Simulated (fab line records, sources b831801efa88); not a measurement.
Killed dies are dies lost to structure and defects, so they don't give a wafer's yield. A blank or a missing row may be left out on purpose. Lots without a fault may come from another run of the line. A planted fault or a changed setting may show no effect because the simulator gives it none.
One fault seen from 2 desks | flow sky130 | each desk has only its own numbers; what lay behind them comes last

THE METROLOGY DESK
What the gauges read, lot by lot, whatever tool the lot ran on: means of the sampled wafers that have a number. A lot is out of limits, marked OUT, if its mean lies more than 4 standard deviations from the usual mean; the brackets give that distance.
Columns: A = FIELD_ISO_OXIDATION_01_THK at SKY_FIELD_ISO_THK_MEAS_23, usual 10.03 nm; B = NWELL_01_OVL at SKY_NWELL_OVL_MEAS_23, usual -0.8 nm
lot  | first seen here | A     | B
L764 | day 2 12:26     | 9.77  | -0.5
L766 | day 2 21:56     | 9.80  | -0.7
L767 | day 3 02:57     | 10.35 | -1.6
L768 | day 4 03:49     | 10.34 | -0.2
L772 | day 4 09:50     | 10.27 | -1.9
L773 | day 4 13:46     | 9.82  | -1.3
L774 | day 4 20:38     | 10.19 | -0.6
L775 | day 4 23:17     | 9.85  | 0.3
L776 | day 5 03:10     | 9.97  | -1.9
L779 | day 6 03:58     | 10.40 | -2.1
L780 | day 6 03:58     | 10.12 | -0.2
L782 | day 6 15:22     | 9.89  | -0.5
L785 | day 7 06:33     | 9.84  | -0.9
This desk's finding: nothing out of limits on any of the 13 lots.

THE TOOL OWNER'S DESK: litho_track-04
The tool's own readings at SKY_VT_ADJUST_HVTP_SOFTBAKE_03 (time 60 s): means of the sampled wafers that have a number, for each lot that ran on this tool. A lot is out of limits, marked OUT, if its mean lies more than 4 standard deviations from the usual mean; the brackets give that distance.
Columns: A = exhaust_pa at SKY_VT_ADJUST_HVTP_SOFTBAKE_03, usual 44.8 Pa; B = heater_power_total_W at SKY_VT_ADJUST_HVTP_SOFTBAKE_03, usual 56.60 W; C = plate_temp_C at SKY_VT_ADJUST_HVTP_SOFTBAKE_03, usual 90.01 C; D = resist_line_temp_C at SKY_VT_ADJUST_HVTP_SOFTBAKE_03, usual 22.99 C
lot  | first seen here | A    | B               | C               | D
L764 | day 5 22:01     | 45.2 | 56.56           | 89.94           | 23.01
L774 | day 8 15:39     | 44.0 | 56.60           | 90.11           | 22.98
L775 | day 8 16:10     | 45.1 | 55.16 (-32) OUT | 88.23 (-14) OUT | 22.93
L776 | day 8 21:51     | 45.7 | 55.13 (-33) OUT | 88.40 (-12) OUT | 22.83
This desk's finding: out of limits on L775, L776; first on L775, day 8 16:10 (heater_power_total_W at SKY_VT_ADJUST_HVTP_SOFTBAKE_03). In limits: L764, L774.

PUT TOGETHER
The tool owner's desk could have raised an alarm at day 8 16:10, on L775, L776.
The metrology desk saw nothing out of limits.
The metrology desk has L775, L776 on record, within its limits.
Of the lots named, all ran SKY_VT_ADJUST_HVTP_SOFTBAKE_03 on litho_track-04.

WHAT THE SIMULATOR HAD PUT IN
Process parameter drift: litho_track-04, from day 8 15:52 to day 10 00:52, at SKY_VT_ADJUST_HVTP_SOFTBAKE_03. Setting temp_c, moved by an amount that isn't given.
Lots struck among those shown: L775, L776.
Hours from the fault's start to each desk's first reading out of limits: the tool owner's desk, 0.
